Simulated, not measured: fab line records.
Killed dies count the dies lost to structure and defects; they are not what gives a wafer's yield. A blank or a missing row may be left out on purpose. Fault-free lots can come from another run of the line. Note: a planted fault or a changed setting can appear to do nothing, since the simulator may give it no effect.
A lot that was struck, set against a sound lot -- flow sky130 -- 35 out of 708 route steps
Sound: the wafers L203.1, L203.3, L203.5. The struck wafers were L213.2, L213.3, L213.6. The cause comes at the end.
Each step with rows lists, per side, the tool, then ch with its chambers, then its first start. Under that, the readings that differ: sound wafers -- struck wafers -- difference of the means -- sigmas: that difference in standard deviations of wafers without a fault.
alike: readings with means less than 2 such deviations apart, plus words and numbers identical on both sides. not compared: withheld readings, readings lacking a value on some wafer, bounds such as >300 that could conceal the same value, and numbers that have no deviation in the record and whose values overlap.
A row with sigmas, a row that says differs or no value, or rows on one side alone: a step with any of these is where the two part. Numbers that don't overlap but have no deviation are shown without sigmas and don't part them. A reading that every wafer of one side lacks parts them only if that side has two wafers or more.

first, 10 steps without rows for these wafers: SKY_CONTACT_ETCH_18 (etches Si3N4 in CHF3/O2, stops on TiN, time 39 s, target depth 75 nm); SKY_CONTACT_STRIP_19 (strips in O2/N2); SKY_CONTACT_STRIP_20 (strips in post etch residue remover, time 1200 s); SKY_CONTACT_CLEAN_21 (cleans in IPA, time 180 s); SKY_CONTACT_CLEAN_22 (cleans in O3/DIW); SKY_CONTACT_SPUTTER_23 (material TiN, target thk 20 nm, time 80 s); SKY_CONTACT_CVD_24 (deposits W, target thk 340 nm, time 102.12 s); SKY_CONTACT_CMP_27 (polishes, stops on SiO2, t overpolish 15 s, target thk 0 nm); SKY_METAL1_SPUTTER_00 (material Ti, target thk 15 nm, time 10 s); SKY_METAL1_SPUTTER_01 (material TiN, target thk 20 nm, time 16.7 s).
SKY_METAL1_SPUTTER_02: material AlCu, target thk 250 nm, time 13.3 s.
  sound on pvd-sputter-01 at day 34 14:11; struck on pvd-sputter-03 at day 37 07:36
  alike: throttle-valve-pct
then, 23 steps without rows for these wafers: SKY_METAL1_SPUTTER_03 (material Ti, target thk 5 nm, time 3.3 s); SKY_METAL1_SPUTTER_04 (material TiN, target thk 70 nm, time 58.3 s); SKY_METAL1_DEHYDRATE_07 (time 60 s); SKY_METAL1_HMDS_08 (prime time 60 s); SKY_METAL1_COAT_09 (resist thk 60 nm); SKY_METAL1_COAT_10 (resist thk 450 nm); SKY_METAL1_SOFTBAKE_11 (time 90 s); SKY_METAL1_EXPOSE_12 (exposes mask MM1, target cd 140 nm); SKY_METAL1_PEB_13; SKY_METAL1_DEVELOP_14 (develop time 60 s); SKY_METAL1_DESCUM_17 (chemistry O2, time 8 s); SKY_METAL1_ETCH_18 (etches BARC in N2/H2, stops on SiO2, time 45.9 s, target depth 60 nm); SKY_METAL1_METAL_ETCH_19 (etches the open film in Cl2/BCl3, stops on SiO2, target depth 360 nm, time 78 s); SKY_METAL1_STRIP_20 (strips in O2/N2); SKY_METAL1_STRIP_21 (strips in post etch residue remover, time 1200 s); SKY_METAL1_CLEAN_22 (cleans in IPA, time 180 s); SKY_METAL1_CLEAN_23 (cleans in O3/DIW); SKY_VIA1_HDPCVD_00 (deposits SiO2, target thk 1030 nm, time 171.7 s); SKY_VIA1_CMP_02 (polishes SiO2); SKY_VIA1_DEHYDRATE_04 (time 60 s); SKY_VIA1_HMDS_05 (prime time 60 s); SKY_VIA1_COAT_06 (resist thk 60 nm); SKY_VIA1_COAT_07 (resist thk 450 nm).
-- the record jumps here: 13 days lie between the struck wafers' starts before and after (it left off in module VIA1 and takes up again in module PAD_OPEN, whose first step shown is number 708 of the route) --
SKY_PAD_OPEN_PROBE_99:
  sound on prober-02 at day 47 22:28; struck on prober-02 at day 50 01:01
reading,sound,struck,difference,sigmas
hold,- - -,await-dispo/1.1h/release await-dispo/1.1h/release await-dispo/1.1h/release,no value on the sound wafers,
defect-limited-yield (%),83.7 84.8 85.0,74.6 76.0 74.8,-9.4,-5
killed_at_M0_to_M3,36 37 36,86 69 85,+44,+6
killed-dies,80 75 74,125 118 124,+46,+5
sort_bin_3_pad_short (%),1.0 0.8 1.0,1.6 2.2 2.6,+1.2,+3
sort_bin_5_function (%),9.8 8.1 8.9,17.1 13.8 15.7,+6.6,+5
sort-n-pass,412 417 418,367 374 368,-46,-5
sort-yield-pct (%),83.7 84.8 85.0,74.6 76.0 74.8,-9.4,-5
model.etest.tester.sort-n-pass,412 417 418,367 374 368,-46,
model.etest.tester.sort-yield-pct (%),83.74 84.76 84.96,74.59 76.02 74.8,-9.35,
model.etest.tester.sort_bin_5_pct (%),9.756 8.13 8.943,17.07 13.82 15.65,+6.57,
model.etest.tester.sort_bin_3_pct (%),1.016 0.813 1.016,1.626 2.236 2.642,+1.220,
  alike: killed_at_M4_up, killed-at-contacts, killed-at-front-end, killed-at-other, killed-open, killed-short, sort_bin_6_memory

== WHERE THEY PART ==
SKY_PAD_OPEN_PROBE_99 only, going by this record.

WHY: what had been put in by the simulator
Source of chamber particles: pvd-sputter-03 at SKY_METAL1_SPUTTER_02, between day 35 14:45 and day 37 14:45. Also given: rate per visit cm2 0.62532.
